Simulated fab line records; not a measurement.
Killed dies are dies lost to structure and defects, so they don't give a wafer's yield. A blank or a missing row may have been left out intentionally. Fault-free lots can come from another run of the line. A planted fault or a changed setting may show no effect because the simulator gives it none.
fab line records ; flow sky130
record: lots: 6; wafers: 18; lastDay: 50
route steps=708 shown SONOS_TUNNEL@158 SONOS_ONO@168 PAD_OPEN@708
lots untouched by any fault: they come from a run of this same line in which no faults occurred
startH: the number of hours between the record's first day and the start of the first shown wafer of the lot ; waitH: how many hours have passed since the lot's step before this one ; " identical to the entry in the row above ; L1.1+2: several wafers, shown together as one row ; - value missing, or start not given ; * or withheld: withheld ; < > ~ a bound
route shown NAME@n: NAME is a module with steps in the file, n the number in the route of the first one ; usual: mean/standard deviation taken from wafers without a fault ; same: alike in all rows ; chamber/n: place in a boat ; sites: readings site by site ; _std_site: their standard deviation ; _edge_site: outer sites' mean less inner sites' ; radiusMm: for every site, how far away it sits from the centre of the wafer ; mask NAME#n: copy n ; behind: the last tool/chamber to shape the wafer ; hold: cause of the lot's hold/its duration in hours/its outcome ; device: transistor that didn't switch, given as n, p or np ; end of line: tests of these same wafers at the route's end ; for a step that has no rows: nothing shown but its recipe ; killed: at the first sort, the dies lost to defects and structure; wafer yield is something else ; map: per-die view of a wafer (x killed, . not killed, _ where there is no die)
set.NAME: setting as actually run; set.NAME@STEP: the setting as run at that earlier step ; model.NAME: the simulator's own value behind a step, which no gauge read
a table for each step, a row for each wafer; lots at some steps of the route
== steps ==
step: SKY_SONOS_TUNNEL_EXPOSE_04
recipe: maskId: TUNM; na: 0.6; sourceShape: conventional; sigmaOuter: 0.6; polarization: unpolarized; targetCdNm: 410; doseMj: 136
step: SKY_SONOS_TUNNEL_PEB_05
recipe: tempC: withheld; timeS: *; resist: NOVOLAK
step: SKY_SONOS_TUNNEL_DEVELOP_06
recipe: resist: NOVOLAK; developer: TMAH; developTimeS: 60; devTempC: 23
step: SKY_SONOS_TUNNEL_CD_MEAS_07
recipe: targetCdNm: 410
usual: cdNm: 409.6/2.2
lot.wafer;tool;chamber;startH;waitH;cdNm
L840.2;cdSem-01;-;281.52;0.1;408.6
L840.3;cdSem-01;-;281.52;0.1;409.4
L840.6;cdSem-01;-;281.52;0.1;409.8
L842.2;cdSem-02;-;298.00;0.1;407.7
L842.3;cdSem-02;-;298.00;0.1;407.6
L842.6;cdSem-02;-;298.00;0.1;408.8
L845.1;cdSem-02;-;320.65;0.1;407.1
L845.4;cdSem-02;-;320.65;0.1;406.6
L845.5;cdSem-02;-;320.65;0.1;407.5
L851.3;cdSem-02;-;363.14;0.1;407.0
L851.4;cdSem-02;-;363.14;0.1;409.0
L851.5;cdSem-02;-;363.14;0.1;408.4
L858.1;cdSem-01;-;414.63;0.1;411.3
L858.2;cdSem-01;-;414.63;0.1;409.7
L858.6;cdSem-01;-;414.63;0.1;410.7
L859.2;cdSem-01;-;426.30;0.1;408.1
L859.4;cdSem-01;-;426.30;0.1;410.7
L859.6;cdSem-01;-;426.30;0.1;411.4
step: SKY_SONOS_TUNNEL_OVL_MEAS_08
usual: SONOS_TUNNEL_OVL: 0.0/1.6
lot.wafer;tool;chamber;startH;waitH;SONOS_TUNNEL_OVL[nm]
L840.2;overlay-01;-;281.62;0.1;-1.6
L840.3;overlay-01;-;281.62;0.1;0.0
L840.6;overlay-01;-;281.62;0.1;1.6
L842.2;overlay-02;-;298.11;0.1;-2.3
L842.3;overlay-02;-;298.11;0.1;0.1
L842.6;overlay-02;-;298.11;0.1;-1.5
L845.1;overlay-02;-;320.77;0.1;-2.2
L845.4;overlay-02;-;320.77;0.1;-1.9
L845.5;overlay-02;-;320.77;0.1;-1.3
L851.3;overlay-02;-;363.23;0.1;-2.4
L851.4;overlay-02;-;363.23;0.1;-1.7
L851.5;overlay-02;-;363.23;0.1;-0.3
L858.1;overlay-02;-;414.75;0.1;0.2
L858.2;overlay-02;-;414.75;0.1;-0.9
L858.6;overlay-02;-;414.75;0.1;-2.5
L859.2;overlay-02;-;426.41;0.1;0.2
L859.4;overlay-02;-;426.41;0.1;2.2
L859.6;overlay-02;-;426.41;0.1;-0.7
step: SKY_SONOS_TUNNEL_IMPLANT_09
recipe: species: B; energyKev: 20; doseCm2: 1e+12; tiltDeg: withheld
step: SKY_SONOS_TUNNEL_WET_ETCH_10
recipe: chemistry: dHF; targetDepthNm: 14; target: SiO2; dilution: 100:1; tempC: 25; timeS: 280
step: SKY_SONOS_TUNNEL_STRIP_11
recipe: chemistry: SPM; timeS: 600; tempC: 130
step: SKY_SONOS_TUNNEL_TW_MEAS_12
usual: SONOS_TUNNEL_TW: 198.8/2.4
lot.wafer;tool;chamber;startH;waitH;SONOS_TUNNEL_TW
L840.2;filmMetro-03;-;282.14;0.0;197.9
L840.3;filmMetro-03;-;282.14;0.0;196.6
L840.6;filmMetro-03;-;282.14;0.0;198.1
L842.2;filmMetro-01;-;298.57;0.0;202.7
L842.3;filmMetro-01;-;298.57;0.0;204.4
L842.6;filmMetro-01;-;298.57;0.0;204.1
L845.1;filmMetro-04;-;321.22;0.0;197.0
L845.4;filmMetro-04;-;321.22;0.0;198.5
L845.5;filmMetro-04;-;321.22;0.0;198.5
L851.3;filmMetro-04;-;363.69;0.0;196.4
L851.4;filmMetro-04;-;363.69;0.0;196.6
L851.5;filmMetro-04;-;363.69;0.0;195.8
L858.1;filmMetro-01;-;415.21;0.0;200.5
L858.2;filmMetro-01;-;415.21;0.0;200.8
L858.6;filmMetro-01;-;415.21;0.0;200.0
L859.2;filmMetro-04;-;426.86;0.0;196.4
L859.4;filmMetro-04;-;426.86;0.0;196.6
L859.6;filmMetro-04;-;426.86;0.0;195.7
step: SKY_SONOS_TUNNEL_CLEAN_13
recipe: chemistry: dHF; timeS: 20; dilution: 100:1; dry: ipaMarangoni
step: SKY_SONOS_ONO_OXIDATION_00
recipe: tempC: 800; ambient: O2; idleTempC: 700; rampUpCPerMin: 10; rampDownCPerMin: 3; stabiliseS: 600; purgeS: 300; targetThkA: 26; oxTimeS: 1249
step: SKY_SONOS_ONO_THK_MEAS_01
recipe: reads: SiO2_of_SONOS_ONO_OXIDATION_00
usual: SONOS_ONO_OXIDATION_THK: 2.61/0.046
lot.wafer;tool;chamber;startH;waitH;SONOS_ONO_OXIDATION_THK[nm]
L840.2;filmMetro-04;-;283.70;0.0;2.53
L840.3;filmMetro-04;-;283.70;0.0;2.59
L840.6;filmMetro-04;-;283.70;0.0;2.49
L842.2;filmMetro-03;-;300.07;0.0;2.59
L842.3;filmMetro-03;-;300.07;0.0;2.64
L842.6;filmMetro-03;-;300.07;0.0;2.62
L845.1;filmMetro-04;-;323.30;0.0;2.56
L845.4;filmMetro-04;-;323.30;0.0;2.59
L845.5;filmMetro-04;-;323.30;0.0;2.64
L851.3;filmMetro-03;-;366.32;0.0;2.60
L851.4;filmMetro-03;-;366.32;0.0;2.60
L851.5;filmMetro-03;-;366.32;0.0;2.58
L858.1;filmMetro-02;-;417.98;0.0;2.55
L858.2;filmMetro-02;-;417.98;0.0;2.58
L858.6;filmMetro-02;-;417.98;0.0;2.59
L859.2;filmMetro-03;-;428.93;0.0;2.58
L859.4;filmMetro-03;-;428.93;0.0;2.68
L859.6;filmMetro-03;-;428.93;0.0;2.59
step: SKY_SONOS_ONO_CVD_02
recipe: material: Si3N4; precursor: DCS/NH3; targetThkNm: 10.5; tempC: 770; timeS: 180; pressureMtorr: 250
usual: pressureMtorr: 250.1/0.52
lot.wafer;tool;chamber;startH;waitH;pressureMtorr;model.Si3N4_of_SONOS_ONO_CVD_02.thkNm
L840.2;lpcvd-02;1;285.08;1.4;250.1;10.42
L840.3;lpcvd-02;1;285.08;1.4;249.9;10.39
L840.6;lpcvd-02;1;285.08;1.4;249.6;10.4
L842.2;lpcvd-02;0;300.12;0.0;249.3;10.71
L842.3;lpcvd-02;0;300.12;0.0;249.4;10.61
L842.6;lpcvd-02;0;300.12;0.0;249.8;10.59
L845.1;lpcvd-02;1;324.55;1.2;250.2;10.38
L845.4;lpcvd-02;1;324.55;1.2;249.4;10.45
L845.5;lpcvd-02;1;324.55;1.2;249.9;10.55
L851.3;lpcvd-02;0;366.36;0.0;251.0;10.51
L851.4;lpcvd-02;0;366.36;0.0;250.6;10.5
L851.5;lpcvd-02;0;366.36;0.0;250.6;10.49
L858.1;lpcvd-02;1;419.94;2.0;250.5;11.77
L858.2;lpcvd-02;1;419.94;2.0;250.6;11.67
L858.6;lpcvd-02;1;419.94;2.0;251.2;11.77
L859.2;lpcvd-02;0;429.10;0.2;250.3;11.67
L859.4;lpcvd-02;0;429.10;0.2;250.2;11.62
L859.6;lpcvd-02;0;429.10;0.2;250.4;11.68
step: SKY_SONOS_ONO_THK_MEAS_03
recipe: reads: Si3N4_of_SONOS_ONO_CVD_02
usual: SONOS_ONO_CVD_02_THK: 10.45/0.13
lot.wafer;tool;chamber;startH;waitH;SONOS_ONO_CVD_02_THK[nm]
L840.2;filmMetro-02;-;286.14;0.0;10.41
L840.3;filmMetro-02;-;286.14;0.0;10.41
L840.6;filmMetro-02;-;286.14;0.0;10.47
L842.2;filmMetro-04;-;301.18;0.0;10.69
L842.3;filmMetro-04;-;301.18;0.0;10.65
L842.6;filmMetro-04;-;301.18;0.0;10.53
L845.1;filmMetro-03;-;325.60;0.0;10.41
L845.4;filmMetro-03;-;325.60;0.0;10.48
L845.5;filmMetro-03;-;325.60;0.0;10.53
L851.3;filmMetro-02;-;367.43;0.0;10.52
L851.4;filmMetro-02;-;367.43;0.0;10.52
L851.5;filmMetro-02;-;367.43;0.0;10.48
L858.1;filmMetro-02;-;420.99;0.0;11.79
L858.2;filmMetro-02;-;420.99;0.0;11.64
L858.6;filmMetro-02;-;420.99;0.0;11.74
L859.2;filmMetro-04;-;430.16;0.0;11.69
L859.4;filmMetro-04;-;430.16;0.0;11.65
L859.6;filmMetro-04;-;430.16;0.0;11.70
step: SKY_SONOS_ONO_CVD_04
recipe: material: SiO2; precursor: SiH4/N2O; targetThkNm: 5.7199; tempC: 900; pressureMtorr: 400
step: SKY_PAD_OPEN_PROBE_99
usual: killed_at_M0_to_M3: 44/7.4; killed_at_M4_up: 3.2/2; killedAtContacts: 24/5.1; killedAtFrontEnd: 15/4.8; killedAtOther: 0.2/0.46; killedDies: 86/10; killedOpen: 47/7.5; killedShort: 39/7
same: grossDies: 492; killedAtBackSide: 0
lot.wafer;tool;chamber;startH;waitH;killed_at_M0_to_M3;killed_at_M4_up;killedAtContacts;killedAtFrontEnd;killedAtOther;killedDies;killedOpen;killedShort;model.etest.sonosErased.driveUaUm;model.etest.sonosUncharged.rOnOhmUm;model.etest.capOno.gateLog10ACm2;model.etest.capOno.gateBvV;model.etest.capOno.toxAccNm;model.etest.sonosProgrammed.vtV;model.etest.sonosErased.vtV;model.etest.sonosBaked.vtV
L840.2;prober-01;-;1101.88;0.1;32;7;26;23;1;89;39;50;183;811.1;-7.977;16.41;12.88;1.452;-2.319;0.9459
L840.3;prober-01;-;1101.93;0.2;41;4;22;9;0;76;34;40;177;816.8;-7.944;16.31;12.89;1.451;-2.306;0.9724
L840.6;prober-01;-;1102.08;0.2;55;5;24;14;0;98;53;44;186;803.2;-7.914;16.26;12.83;1.497;-2.342;0.9317
L842.2;prober-02;-;1117.75;0.1;48;1;21;28;0;98;49;49;171.2;828.9;-7.89;15.94;12.89;1.521;-2.262;1.007
L842.3;prober-02;-;1117.80;0.2;47;3;31;16;0;97;56;41;206.5;809.5;-7.908;16.4;12.86;1.537;-2.302;1.017
L842.6;prober-02;-;1117.95;0.2;45;2;12;10;0;69;35;34;183.9;813.5;-8.006;16.73;12.9;1.506;-2.268;0.9935
L845.1;prober-02;-;1130.18;0.1;37;3;23;17;0;80;42;38;169.4;838.4;-8.204;16.44;13.15;1.393;-2.185;0.8903
L845.4;prober-02;-;1130.33;0.2;42;5;29;12;1;89;50;38;148.4;833.9;-8.269;16.71;13.14;1.359;-2.146;0.8697
L845.5;prober-02;-;1130.38;0.2;47;5;25;18;0;95;45;49;190.8;823.8;-8.26;16.72;13.14;1.351;-2.2;0.8867
L851.3;prober-01;-;1169.31;0.2;46;3;16;12;1;78;50;27;223.8;807.4;-8.055;15.61;12.9;1.423;-2.336;0.9464
L851.4;prober-01;-;1169.36;0.2;57;5;25;18;1;106;61;45;227.4;808.2;-7.898;16.64;12.87;1.506;-2.353;0.9421
L851.5;prober-01;-;1169.41;0.2;41;4;20;18;0;83;43;40;222.8;804.9;-7.938;16.05;12.95;1.437;-2.33;0.9744
L858.1;prober-02;-;1191.32;0.1;42;4;30;23;0;99;53;46;149.3;835.1;-8.602;17.02;13.42;1.175;-2.019;0.8071
L858.2;prober-02;-;1191.37;0.1;38;4;22;25;0;89;52;37;125.4;843.3;-8.524;17.23;13.43;1.265;-1.998;0.8112
L858.6;prober-02;-;1191.57;0.2;40;3;23;22;0;88;47;41;165.1;827;-8.679;16.93;13.41;1.168;-2.036;0.7603
L859.2;prober-01;-;1193.40;0.1;34;1;28;18;0;81;48;33;144.9;852.1;-8.843;17.42;13.63;1.077;-1.928;0.769
L859.4;prober-01;-;1193.50;0.2;59;4;18;20;0;101;57;44;161.7;849.4;-8.821;17.2;13.52;1.139;-1.987;0.7664
L859.6;prober-01;-;1193.60;0.2;48;6;19;15;0;88;54;34;142.8;846.8;-8.698;17.14;13.51;1.143;-1.988;0.799
killed by level:class
L840.2 CONTACT:geometricParticle:open=7 CONTACT:geometricParticle:short=6 METAL1:geometricParticle:short=6 VIA1:geometricParticle:open=6 POLY_GATE:geometricParticle:short=5 LI_CONTACT:geometricParticle:open=5 METAL4:geometricParticle:short=5 VIA1:geometricParticle:short=5
L840.3 CONTACT:geometricParticle:short=8 METAL1:geometricParticle:short=8 VIA2:geometricParticle:open=7 VIA1:geometricParticle:short=6 VIA1:geometricParticle:open=5 METAL2:geometricParticle:short=5 LI_CONTACT:geometricParticle:short=4 LI_CONTACT:geometricParticle:open=4
L840.6 VIA1:geometricParticle:open=12 LI_CONTACT:geometricParticle:open=8 METAL1:geometricParticle:short=8 VIA3:geometricParticle:open=7 LOCAL_INTERCONNECT:geometricParticle:short=6 VIA2:geometricParticle:open=6 POLY_GATE:geometricParticle:open=5 CONTACT:geometricParticle:open=5
L842.2 VIA1:geometricParticle:open=13 POLY_GATE:geometricParticle:short=9 CONTACT:geometricParticle:open=8 VIA1:geometricParticle:short=7 FIELD_ISO:geometricParticle:open=6 METAL1:geometricParticle:short=6 METAL2:geometricParticle:short=6 FIELD_ISO:geometricParticle:short=5
L842.3 VIA1:geometricParticle:open=11 LI_CONTACT:geometricParticle:open=9 CONTACT:geometricParticle:open=9 VIA2:geometricParticle:open=8 METAL1:geometricParticle:short=7 VIA3:geometricParticle:open=6 FIELD_ISO:geometricParticle:open=5 FIELD_ISO:geometricParticle:short=5
L842.6 VIA1:geometricParticle:open=12 VIA2:geometricParticle:open=10 FIELD_ISO:geometricParticle:short=6 VIA1:geometricParticle:short=4 METAL2:geometricParticle:short=4 VIA2:geometricParticle:short=4 LOCAL_INTERCONNECT:geometricParticle:short=3 CONTACT:geometricParticle:short=3
L845.1 VIA1:geometricParticle:open=10 CONTACT:geometricParticle:open=7 VIA2:geometricParticle:open=7 FIELD_ISO:geometricParticle:open=6 LI_CONTACT:geometricParticle:open=6 CONTACT:geometricParticle:short=5 METAL3:geometricParticle:short=5 FIELD_ISO:geometricParticle:short=4
L845.4 LI_CONTACT:geometricParticle:open=12 CONTACT:geometricParticle:open=9 VIA1:geometricParticle:open=7 METAL2:geometricParticle:short=6 VIA2:geometricParticle:open=6 POLY_GATE:geometricParticle:short=5 LOCAL_INTERCONNECT:geometricParticle:short=5 METAL3:geometricParticle:open=5
L845.5 LI_CONTACT:geometricParticle:open=9 METAL1:geometricParticle:short=9 CONTACT:geometricParticle:open=7 VIA1:geometricParticle:short=6 VIA1:geometricParticle:open=6 VIA2:geometricParticle:open=5 METAL3:geometricParticle:short=5 POLY_GATE:geometricParticle:open=4
L851.3 VIA1:geometricParticle:open=12 VIA2:geometricParticle:open=9 VIA3:geometricParticle:open=9 CONTACT:geometricParticle:open=7 METAL2:geometricParticle:short=6 LI_CONTACT:geometricParticle:open=4 VIA1:geometricParticle:short=4 FIELD_ISO:geometricParticle:short=3
L851.4 VIA1:geometricParticle:open=16 VIA3:geometricParticle:open=10 LI_CONTACT:geometricParticle:open=9 FIELD_ISO:geometricParticle:short=7 FIELD_ISO:geometricParticle:open=7 CONTACT:geometricParticle:open=7 METAL2:geometricParticle:short=7 VIA1:geometricParticle:short=6
L851.5 VIA1:geometricParticle:open=16 FIELD_ISO:geometricParticle:short=8 CONTACT:geometricParticle:open=8 METAL2:geometricParticle:short=6 FIELD_ISO:geometricParticle:open=5 VIA1:geometricParticle:short=5 METAL4:geometricParticle:short=4 CONTACT:geometricParticle:short=4
L858.1 VIA1:geometricParticle:open=13 CONTACT:geometricParticle:open=8 VIA3:geometricParticle:open=8 CONTACT:geometricParticle:short=7 FIELD_ISO:geometricParticle:short=6 LOCAL_INTERCONNECT:geometricParticle:short=6 FIELD_ISO:geometricParticle:open=5 VIA2:geometricParticle:open=5
L858.2 VIA1:geometricParticle:open=12 LI_CONTACT:geometricParticle:open=9 FIELD_ISO:geometricParticle:short=8 CONTACT:geometricParticle:open=6 FIELD_ISO:geometricParticle:open=5 VIA3:geometricParticle:open=5 POLY_GATE:geometricParticle:short=4 VIA2:geometricParticle:open=4
L858.6 LI_CONTACT:geometricParticle:open=12 VIA1:geometricParticle:open=12 POLY_GATE:geometricParticle:short=8 METAL2:geometricParticle:short=8 FIELD_ISO:geometricParticle:open=5 FIELD_ISO:geometricParticle:short=4 CONTACT:geometricParticle:open=4 VIA3:geometricParticle:open=4
L859.2 VIA1:geometricParticle:open=14 LI_CONTACT:geometricParticle:open=11 CONTACT:geometricParticle:open=6 METAL2:geometricParticle:short=6 FIELD_ISO:geometricParticle:short=5 FIELD_ISO:geometricParticle:open=5 LOCAL_INTERCONNECT:geometricParticle:short=5 VIA1:geometricParticle:short=5
L859.4 VIA1:geometricParticle:open=15 METAL1:geometricParticle:short=9 POLY_GATE:geometricParticle:short=7 LI_CONTACT:geometricParticle:open=7 CONTACT:geometricParticle:open=6 METAL2:geometricParticle:open=6 METAL2:geometricParticle:short=5 METAL3:geometricParticle:short=5
L859.6 VIA1:geometricParticle:open=15 POLY_GATE:geometricParticle:open=7 CONTACT:geometricParticle:open=6 FIELD_ISO:geometricParticle:open=5 VIA3:geometricParticle:open=5 METAL2:geometricParticle:short=5 METAL1:geometricParticle:short=4 LOCAL_INTERCONNECT:geometricParticle:short=4
== key ==
firstSign: step: SKY_SONOS_ONO_THK_MEAS_03; reading: SONOS_ONO_CVD_02_THK; direction: up; sigmas: 9.8; usual: 10.45; struck: 11.70
effect none on later readings
modelEffect: step: SKY_SONOS_ONO_CVD_02; value: Si3N4_of_SONOS_ONO_CVD_02.thkNm; without: 10.45; struck: 11.7
modelEffect: step: SKY_PAD_OPEN_PROBE_99; value: etest.sonosErased.driveUaUm; without: 182.5; struck: 148.2
metAt SKY_SONOS_ONO_CVD_02
struckWafers L858.1,L858.2,L858.6,L859.2,L859.4,L859.6
testerLeftOut L858,L859
onsetBetween 366.36 419.94
alsoFits time
fault: kind: processParameterDrift; tool: lpcvd-02; chamber: -; onsetH: 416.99; steps: SKY_SONOS_ONO_CVD_02; channel: timeS; offset: *; shape: step; endH: 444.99; actsIn: *; stated: *
testerLeftOut: of these lots the tester's yield and bins aren't shown, on N5 and GAA mostly nor the transistor test; their killed dies are dies lost to structure and defects alone, not to doping, threshold or leakage, so they don't give the yield
